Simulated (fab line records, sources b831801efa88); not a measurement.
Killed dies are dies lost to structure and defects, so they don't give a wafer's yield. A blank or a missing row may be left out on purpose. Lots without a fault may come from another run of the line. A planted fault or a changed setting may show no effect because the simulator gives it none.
Which tool did it? | flow gf180mcu | 24 lots, 72 wafers sampled, at 3 steps of a route of 602

WHAT THE GAUGES READ, wafer by wafer
GF_V3_THK_MEAS_25: measures by xrf.
lot  | measured     | on            | V3_W_THK (nm)
L074 | day 22 23:49 | film_metro-01 | 349 376 356
L075 | day 23 01:40 | film_metro-01 | 350 350 355
L076 | day 23 14:01 | film_metro-04 | 352 353 354
L077 | day 24 00:13 | film_metro-01 | 352 351 350
L078 | day 24 02:07 | film_metro-04 | 362 358 359
L079 | day 24 05:04 | film_metro-01 | 348 345 349
L080 | day 24 16:11 | film_metro-01 | 371 352 372
L081 | day 25 06:29 | film_metro-03 | 356 351 350
L082 | day 25 07:44 | film_metro-04 | 357 351 353
L083 | day 25 14:46 | film_metro-04 | 353 355 349
L084 | day 25 17:04 | film_metro-04 | 379 359 362
L085 | day 26 08:05 | film_metro-04 | 357 356 354
L086 | day 26 16:17 | film_metro-04 | 356 360 352
L088 | day 26 23:46 | film_metro-01 | 360 360 375
L087 | day 27 01:56 | film_metro-01 | 353 349 355
L089 | day 27 12:09 | film_metro-01 | 348 348 344
L090 | day 27 20:34 | film_metro-04 | 360 356 359
L091 | day 28 02:57 | film_metro-03 | 376 373 362
L092 | day 28 08:10 | film_metro-03 | 351 351 364
L093 | day 28 17:55 | film_metro-04 | 361 359 357
L094 | day 29 01:53 | film_metro-04 | 362 369 362
L095 | day 29 03:47 | film_metro-03 | 359 360 354
L096 | day 29 08:13 | film_metro-04 | 354 355 357
L097 | day 29 17:20 | film_metro-03 | 364 377 366

WHICH TOOL RAN EACH LOT (tool, then ch and the chambers of the sampled wafers, then the start)
lot  | GF_M2_STRIP_17                       | GF_V2_CVD_02
L074 | plasma_asher-01 ch 0,1, day 19 17:50 | pecvd-02 ch 1,2, day 19 18:53
L075 | plasma_asher-03 ch 1, day 19 21:13   | pecvd-03 ch 0,1, day 19 22:01
L076 | plasma_asher-03 ch 1, day 20 09:53   | pecvd-02 ch 0,1,2, day 20 10:33
L077 | plasma_asher-01 ch 0,1, day 20 21:21 | pecvd-02 ch 0,1, day 20 22:01
L078 | plasma_asher-02 ch 0,1, day 20 22:45 | pecvd-04 ch 0,1, day 20 23:25
L079 | plasma_asher-03 ch 0,1, day 21 03:19 | pecvd-02 ch 1,2, day 21 04:01
L080 | plasma_asher-01 ch 0,1, day 21 15:44 | pecvd-02 ch 0,1,2, day 21 16:25
L081 | plasma_asher-02 ch 0,1, day 22 06:10 | pecvd-03 ch 0,1,2, day 22 06:49
L082 | plasma_asher-03 ch 0,1, day 22 07:25 | pecvd-04 ch 0,2, day 22 08:05
L083 | plasma_asher-02 ch 0,1, day 22 15:52 | pecvd-02 ch 0,1,2, day 22 16:41
L084 | plasma_asher-02 ch 0,1, day 22 18:22 | pecvd-03 ch 0,1,2, day 22 19:03
L085 | plasma_asher-03 ch 1, day 23 10:10   | pecvd-02 ch 0,1,2, day 23 10:49
L086 | plasma_asher-03 ch 0, day 23 19:38   | pecvd-04 ch 0,2, day 23 20:19
L088 | plasma_asher-01 ch 0,1, day 24 03:14 | pecvd-04 ch 0,2, day 24 03:56
L087 | plasma_asher-01 ch 0,1, day 24 06:20 | pecvd-04 ch 0,2, day 24 07:00
L089 | plasma_asher-01 ch 0,1, day 24 16:47 | pecvd-02 ch 0,2, day 24 17:29
L090 | plasma_asher-01 ch 1, day 25 01:06   | pecvd-03 ch 0,1,2, day 25 01:47
L091 | plasma_asher-02 ch 0,1, day 25 09:06 | pecvd-04 ch 0,1,2, day 25 09:46
L092 | plasma_asher-02 ch 0,1, day 25 14:02 | pecvd-04 ch 0,1,2, day 25 14:43
L093 | plasma_asher-01 ch 0,1, day 26 00:59 | pecvd-03 ch 0,1, day 26 01:45
L094 | plasma_asher-02 ch 0,1, day 26 08:26 | pecvd-04 ch 0,1,2, day 26 09:07
L095 | plasma_asher-03 ch 0,1, day 26 09:20 | pecvd-02 ch 0,1,2, day 26 10:02
L096 | plasma_asher-02 ch 0,1, day 26 16:07 | pecvd-02 ch 0,1, day 26 16:47
L097 | plasma_asher-03 ch 1, day 27 00:43   | pecvd-04 ch 0,1, day 27 01:25
- GF_M2_STRIP_17: strips in O2/N2.
- GF_V2_CVD_02: deposits SiO2 from TEOS, target thk 850 nm, time 94.851 s.

WHAT THE TOOLS THEMSELVES READ (means of the sampled wafers that have a number; where no wafer has one, the mark that the record gives instead)
GF_M2_STRIP_17.
lot  | tool            | drypump_motor_current_A (A) | heater_power_w (W) | oes_product_au (a.u.) | strip_time_to_endpoint_s (s)
L074 | plasma_asher-01 | 6.4                         | 361                | 0.553                 | 7.82
L075 | plasma_asher-03 | 5.0                         | 350                | 0.559                 | 7.88
L076 | plasma_asher-03 | 4.9                         | 349                | 0.553                 | 7.77
L077 | plasma_asher-01 | 6.4                         | 370                | 0.561                 | 7.94
L078 | plasma_asher-02 | 5.5                         | 327                | 0.558                 | 7.85
L079 | plasma_asher-03 | 6.0                         | 317                | 0.556                 | 7.82
L080 | plasma_asher-01 | 6.4                         | 378                | 0.551                 | 7.81
L081 | plasma_asher-02 | 5.5                         | 327                | 0.560                 | 7.90
L082 | plasma_asher-03 | 6.0                         | 317                | 0.559                 | 7.88
L083 | plasma_asher-02 | 5.5                         | 329                | 0.556                 | 7.83
L084 | plasma_asher-02 | 5.5                         | 328                | 0.559                 | 7.86
L085 | plasma_asher-03 | 4.9                         | 348                | 0.560                 | 7.83
L086 | plasma_asher-03 | 6.5                         | 295                | 0.556                 | 7.87
L088 | plasma_asher-01 | 6.4                         | 365                | 0.559                 | 7.87
L087 | plasma_asher-01 | 6.4                         | 368                | 0.558                 | 7.84
L089 | plasma_asher-01 | 6.4                         | 375                | 0.553                 | 7.93
L090 | plasma_asher-01 | 6.4                         | 388                | 0.555                 | 7.83
L091 | plasma_asher-02 | 5.5                         | 331                | 0.557                 | 7.83
L092 | plasma_asher-02 | 5.5                         | 327                | 0.558                 | 7.91
L093 | plasma_asher-01 | 6.4                         | 370                | 0.562                 | 7.98
L094 | plasma_asher-02 | 5.5                         | 329                | 0.561                 | 7.89
L095 | plasma_asher-03 | 6.0                         | 314                | 0.552                 | 7.76
L096 | plasma_asher-02 | 5.5                         | 329                | 0.552                 | 7.81
L097 | plasma_asher-03 | 4.9                         | 352                | 0.551                 | 7.80

GF_V2_CVD_02.
lot  | tool     | heater_power_outer_w (W) | heater_power_w (W) | susceptor_temp_C (C)
L074 | pecvd-02 | 378                      | 641                | 400.31
L075 | pecvd-03 | 372                      | 683                | 399.84
L076 | pecvd-02 | 407                      | 694                | 400.11
L077 | pecvd-02 | 399                      | 674                | 399.81
L078 | pecvd-04 | 363                      | 656                | 399.96
L079 | pecvd-02 | 319                      | 605                | 400.05
L080 | pecvd-02 | 400                      | 682                | 399.93
L081 | pecvd-03 | 390                      | 659                | 400.07
L082 | pecvd-04 | 478                      | 776                | 399.96
L083 | pecvd-02 | 352                      | 616                | 400.03
L084 | pecvd-03 | 391                      | 668                | 400.00
L085 | pecvd-02 | 378                      | 658                | 399.98
L086 | pecvd-04 | 418                      | 704                | 399.95
L088 | pecvd-04 | 433                      | 715                | 399.96
L087 | pecvd-04 | 402                      | 695                | 400.14
L089 | pecvd-02 | 338                      | 631                | 400.23
L090 | pecvd-03 | 361                      | 638                | 400.15
L091 | pecvd-04 | 428                      | 716                | 399.89
L092 | pecvd-04 | 428                      | 708                | 400.07
L093 | pecvd-03 | 384                      | 691                | 399.85
L094 | pecvd-04 | 364                      | 622                | 399.88
L095 | pecvd-02 | 415                      | 696                | 399.93
L096 | pecvd-02 | 443                      | 734                | 399.58
L097 | pecvd-04 | 334                      | 582                | 399.92

THE ANSWER, worked out from the rows above alone
Rule: what is usual is taken from the lots themselves. Put in order of their means at a reading, lots are off if they are a third of the lots or fewer, leave a main group of 4 or more, and stand apart from it by a gap of 3 or more times the standard deviation of the main group's means; of several such gaps the widest counts. A main group whose means are all the same, to the digits that the tables above print for the reading, isn't used. A lot without any number at a reading at which 4 lots or more have one is off too. The other lots that the step has rows for count as sound. The gauges are gone through in route order, then the tools' own readings, and for those a lot's mean is taken as printed above. The first step at which some lot is off is used, and at that step the reading that is off furthest; a lot without a number counts as furthest.
No lot is off at any reading shown: from this, nothing can be told.

WHAT THE SIMULATOR HAD PUT IN
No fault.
